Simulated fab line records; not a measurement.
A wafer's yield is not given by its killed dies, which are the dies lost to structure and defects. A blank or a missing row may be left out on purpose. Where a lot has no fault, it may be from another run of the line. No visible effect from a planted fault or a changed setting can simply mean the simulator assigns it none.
2 desks, one fault || flow gf180mcu || each desk has only its own numbers; what lay behind them comes last

THE METROLOGY DESK
What the gauges read for every lot (on any tool): the sampled wafers with a number, averaged. The brackets show how far a lot's mean lies from the usual mean; more than 4 standard deviations puts the lot out of limits, marked OUT.
Columns: A = STI_OXIDATION_02_THK at GF_STI_THK_MEAS_30, usual 9.92 nm
{"lot": "L604", "first seen here": "day 3 13:03", "A": 9.88}
{"lot": "L605", "first seen here": "day 3 17:20", "A": 10.08}
{"lot": "L608", "first seen here": "day 4 09:19", "A": 9.89}
{"lot": "L615", "first seen here": "day 6 00:44", "A": 10.22}
{"lot": "L618", "first seen here": "day 6 15:39", "A": 9.55}
{"lot": "L619", "first seen here": "day 6 20:43", "A": 9.67}
This desk's finding: nothing out of limits on any of the 6 lots.

TOOL OWNER'S DESK, implanter-02
The tool's own readings at GF_DNWELL_IMPLANT_07, given as means over the sampled wafers that have a number, one for each lot that went through this tool. The brackets show how far a lot's mean lies from the usual mean; more than 4 standard deviations puts the lot out of limits, marked OUT.
Columns: A = beam_energy_keV at GF_DNWELL_IMPLANT_07, usual 1500.1
{"lot": "L604", "first seen here": "day 4 01:35", "A": 1500.4}
{"lot": "L605", "first seen here": "day 4 06:31", "A": "1332.8 (-99 or more) OUT"}
{"lot": "L608", "first seen here": "day 4 23:11", "A": "1333.1 (-99 or more) OUT"}
Finding of this desk: L605, L608 out of limits; the first was L605 at day 4 06:31, on beam_energy_keV at GF_DNWELL_IMPLANT_07. L604 stayed within limits.

ALL TOGETHER
On L605, L608, at day 4 06:31, an alarm was possible from the tool owner's desk.
Metrology desk: nothing out of limits seen.
The metrology desk has L605, L608 on record, within its limits.
GF_DNWELL_IMPLANT_07 was run on implanter-02 by each of the lots named.

WHAT THE SIMULATOR PUT IN
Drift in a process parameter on implanter-02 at GF_DNWELL_IMPLANT_07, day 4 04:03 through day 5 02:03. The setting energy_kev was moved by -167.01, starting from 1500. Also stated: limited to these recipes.
Lots struck among those shown: L605, L608.
Hours from the fault's start to each desk's first reading out of limits: the tool owner's desk, 2.
